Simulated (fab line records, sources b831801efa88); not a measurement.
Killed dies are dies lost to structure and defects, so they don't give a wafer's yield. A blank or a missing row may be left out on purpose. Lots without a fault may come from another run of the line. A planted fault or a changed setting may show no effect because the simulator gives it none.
Tool commonality check | flow gf180mcu | 13 lots, 45 wafers sampled

WHY IT WAS OPENED
At GF_HV_LDD_TW_MEAS_23 the reading HV_LDD_2_TW is flagged on 2 of 13 lots. Wafers without a fault read 1050, standard deviation 9.9.
Rule: a lot is flagged when every wafer of it that has a number lies more than 4 standard deviations from that mean, or none has a number. The other lots count as sound.

lot  | measured     | on            | HV_LDD_2_TW, wafer by wafer | flag
L504 | day 11 00:53 | film_metro-01 | 1042 1044 1044              |
L505 | day 11 08:19 | film_metro-02 | 1056 1057 1058              |
L507 | day 12 01:52 | film_metro-01 | 1037 1040 1041              |
L512 | day 13 13:40 | film_metro-04 | 1054 1058 1053              |
L513 | day 13 23:15 | film_metro-04 | 1058 1056 1048              |
L515 | day 14 12:00 | film_metro-01 | 949 944 949 952 951 950     | FLAGGED
L517 | day 15 05:04 | film_metro-01 | 949 952 952 953 948 957     | FLAGGED
L518 | day 15 12:31 | film_metro-02 | 1061 1066 1062              |
L519 | day 15 21:25 | film_metro-04 | 1048 1050 1057              |
L522 | day 16 18:18 | film_metro-01 | 1038 1036 1041              |
L523 | day 17 01:07 | film_metro-02 | 1051 1053 1053              |
L525 | day 17 16:01 | film_metro-02 | 1054 1056 1054              |
L526 | day 18 01:21 | film_metro-04 | 1063 1061 1062              |
The numbers of the flagged lots are 950 on average: -100 against the usual, or -10 standard deviations.

WHICH TOOL RAN EACH LOT
The record holds 1 process step before the reading, out of a route of 602 steps. In each cell: the tool, then ch and the chambers that the sampled wafers went through, then the start.
lot  | flag    | GF_HV_LDD_IMPLANT_21
L504 |         | implanter-03 ch 0, day 11 00:40
L505 |         | implanter-04 ch 0, day 11 08:05
L507 |         | implanter-04 ch 0, day 12 01:38
L512 |         | implanter-03 ch 0, day 13 13:26
L513 |         | implanter-04 ch 0, day 13 23:00
L515 | FLAGGED | implanter-03 ch 0, day 14 11:45
L517 | FLAGGED | implanter-03 ch 0, day 15 04:50
L518 |         | implanter-04 ch 0, day 15 12:16
L519 |         | implanter-04 ch 0, day 15 21:11
L522 |         | implanter-04 ch 0, day 16 18:04
L523 |         | implanter-02 ch 0, day 17 00:53
L525 |         | implanter-04 ch 0, day 17 15:47
L526 |         | implanter-04 ch 0, day 18 01:06
What these steps do:
- GF_HV_LDD_IMPLANT_21
- GF_HV_LDD_TW_MEAS_23

FLAGGED OVER TOTAL, TOOL BY TOOL (the gauges that took the reading come last)
step                 | tool          | lots run | flagged | share of the flagged lots | sound lots run after its first flagged lot
GF_HV_LDD_IMPLANT_21 | implanter-02  | 1        | 0       | none                      | -
GF_HV_LDD_IMPLANT_21 | implanter-03  | 4        | 2       | all                       | 0
GF_HV_LDD_IMPLANT_21 | implanter-04  | 8        | 0       | none                      | -
GF_HV_LDD_TW_MEAS_23 | film_metro-01 | 5        | 2       | all                       | 1 (L522)
GF_HV_LDD_TW_MEAS_23 | film_metro-02 | 4        | 0       | none                      | -
GF_HV_LDD_TW_MEAS_23 | film_metro-04 | 4        | 0       | none                      | -

WHAT THE TABLE ALLOWS
2 rows of the table ran every flagged lot: implanter-03 at GF_HV_LDD_IMPLANT_21, film_metro-01 at GF_HV_LDD_TW_MEAS_23.
- implanter-03 at GF_HV_LDD_IMPLANT_21: 2 of its 4 lots flagged. Its last sound lot is L512 (day 13 13:26), its first flagged lot L515 (day 14 11:45): a fault that began between those two fits. Its own readings lie more than 4 standard deviations out on every wafer of the flagged lots: beam_energy_keV.
- film_metro-01 at GF_HV_LDD_TW_MEAS_23: 2 of its 5 lots flagged. Sound lots ran on it after the first flagged one (L522), which a lasting fault on the whole tool wouldn't allow.
One tool is left: implanter-03 at GF_HV_LDD_IMPLANT_21.

WHAT THE SIMULATOR HAD PUT IN
Process parameter drift: implanter-03, from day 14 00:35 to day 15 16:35, at GF_HV_LDD_IMPLANT_21. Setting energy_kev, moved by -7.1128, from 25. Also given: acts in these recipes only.
Lots struck among those shown: L515, L517. The rule above found the same.
